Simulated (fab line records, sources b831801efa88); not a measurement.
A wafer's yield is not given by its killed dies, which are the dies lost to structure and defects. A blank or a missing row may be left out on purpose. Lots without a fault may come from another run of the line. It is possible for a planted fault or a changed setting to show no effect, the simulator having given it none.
Chamber matching ; flow sfq line ; SFQ_TRILAYER_A5B_CMP_CMP_130 on cmp-01 has 4 sister chambers
The step polishes, stops on Nb, target thk 340.7 nm. 4 wafers are shown with their chamber, then 7 later ones without.

== WAFERS WITH THEIR CHAMBER ==
wafer;chamber;motor current A (A)
L462.1;2;9.7
L462.3;0;9.8
L463.3;3;9.6
L463.1;1;8.6

== WAFERS MISSING THEIR CHAMBER ==
wafer;motor current A (A)
L463.4;9.2
L469.3;9.2
L469.2;7.9
L469.6;9.8
L472.3;9.7
L472.4;9.7
L472.6;10.2

== WHICH CHAMBER EACH WENT THROUGH ==
wafer;from the rows above;in truth
L463.4;can't be placed: 3 or 2 or 1 or 0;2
L469.3;can't be placed: 3 or 2 or 1 or 0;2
L469.2;1;1
L469.6;can't be placed: 0 or 2 or 3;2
L472.3;can't be placed: 2 or 3 or 0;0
L472.4;can't be placed: 2 or 3 or 0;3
L472.6;can't be placed: 0 or 2 or 3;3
Correctly placed: 1 of 7. Unplaceable from these rows: 6, with the true chamber sitting among the candidates in 6. Placed wrongly: 0.
How it was worked out, from the rows above alone: a wafer's distance from a chamber is the root of the sum, over the readings, of the square of ((its reading less the chamber's mean) divided by the reading's scatter). The wafer belongs to the nearest chamber; if the next one is less than 2 further off, it can't be placed. A chamber's mean is the mean of its shown wafers. The scatter: with one shown wafer a chamber, the root of the mean of the squares of how far each hidden wafer lies from its nearest shown one.
